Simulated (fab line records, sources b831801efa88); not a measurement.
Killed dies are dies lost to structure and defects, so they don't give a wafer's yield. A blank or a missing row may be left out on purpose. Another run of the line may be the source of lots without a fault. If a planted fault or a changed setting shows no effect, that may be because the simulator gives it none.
Comparing a struck lot with a sound one :: flow sky130 :: 15 steps out of a route of 708
Sound: these wafers, L881.1, L881.2, L881.3. Struck: wafers L897.2, L897.4, L897.5. The cause comes at the end.
At each step with rows: each side's tool, then ch and its chambers, then its first start. Under that, the readings that differ: sound wafers :: struck wafers :: difference of the means :: sigmas: that difference in standard deviations of wafers without a fault.
alike: readings whose means differ by less than 2 such deviations, and words and numbers that are the same on both sides. not compared: withheld readings, readings that some wafer has no value for, bounds like >300 that may hide the same value, and numbers for which the record gives no deviation and whose values overlap.
A row with sigmas, a row that says differs or no value, or rows on one side alone: a step with any of these is where the two part. Non-overlapping numbers with no deviation appear without sigmas and do not part them. A reading missing from all wafers of one side parts the sides only when that side holds two or more wafers.

SKY_LDD_HVN_OVL_MEAS_07:
  sound on overlay-01, day 22 01:05; struck on overlay-02, day 27 07:05
  alike: LDD_HVN_OVL
after that, 1 step had no rows for these wafers: SKY_LDD_HVN_IMPLANT_08.
SKY_LDD_HVN_STRIP_09: strips in O2/N2.
  sound on plasmaAsher-01 ch 0,1, day 22 01:16; struck on plasmaAsher-04 ch 0,1, day 27 07:16
  alike: drypumpMotorCurrentA, oesProductAu, stripTimeToEndpointS
  not compared: rfHoursCounterH
SKY_LDD_HVN_TW_MEAS_10:
  sound on filmMetro-04, day 22 01:22; struck on filmMetro-02, day 27 07:23
  alike: LDD_HVN_TW
then, 7 steps without rows for these wafers: SKY_LDD_HVP_DEHYDRATE_00 (time 60 s); SKY_LDD_HVP_HMDS_01 (prime time 60 s); SKY_LDD_HVP_COAT_02 (resist thk 300 nm); SKY_LDD_HVP_SOFTBAKE_03 (time 60 s); SKY_LDD_HVP_EXPOSE_04 (exposes mask HVPTM, target cd 700 nm); SKY_LDD_HVP_PEB_05; SKY_LDD_HVP_DEVELOP_06 (develop time 60 s).
SKY_LDD_HVP_OVL_MEAS_07:
  sound on overlay-02, day 23 06:43; struck on overlay-01, day 28 10:52
  alike: LDD_HVP_OVL
SKY_LDD_HVP_IMPLANT_08:
  struck on implanter-02, day 28 10:56; sound on implanter-04 ch 0, day 23 06:45
  no value came back on the struck wafers for beamEnergyKeV, beamOnS (s), endStationPressureTorr (Torr); on the sound wafers beamEnergyKeV reads 19.999 20.000 19.982
SKY_LDD_HVP_STRIP_09: strips in O2/N2.
  sound on plasmaAsher-02 ch 0,1, day 23 06:54; struck on plasmaAsher-01 ch 0,1, day 28 11:03
  alike: drypumpMotorCurrentA, oesProductAu, stripTimeToEndpointS
  not compared: rfHoursCounterH
SKY_LDD_HVP_TW_MEAS_10:
  sound on filmMetro-03, day 23 07:00; struck on filmMetro-03, day 28 11:10
reading: LDD_HVP_TW
sound: 451.4 451.8 453.7
struck: 29.6 29.6 29.8
difference: -422.6
sigmas: -99 or more

## WHERE THEY PART
Last at SKY_LDD_HVP_TW_MEAS_10 as far as this record goes, first at SKY_LDD_HVP_IMPLANT_08.

WHY: whatever the simulator had introduced
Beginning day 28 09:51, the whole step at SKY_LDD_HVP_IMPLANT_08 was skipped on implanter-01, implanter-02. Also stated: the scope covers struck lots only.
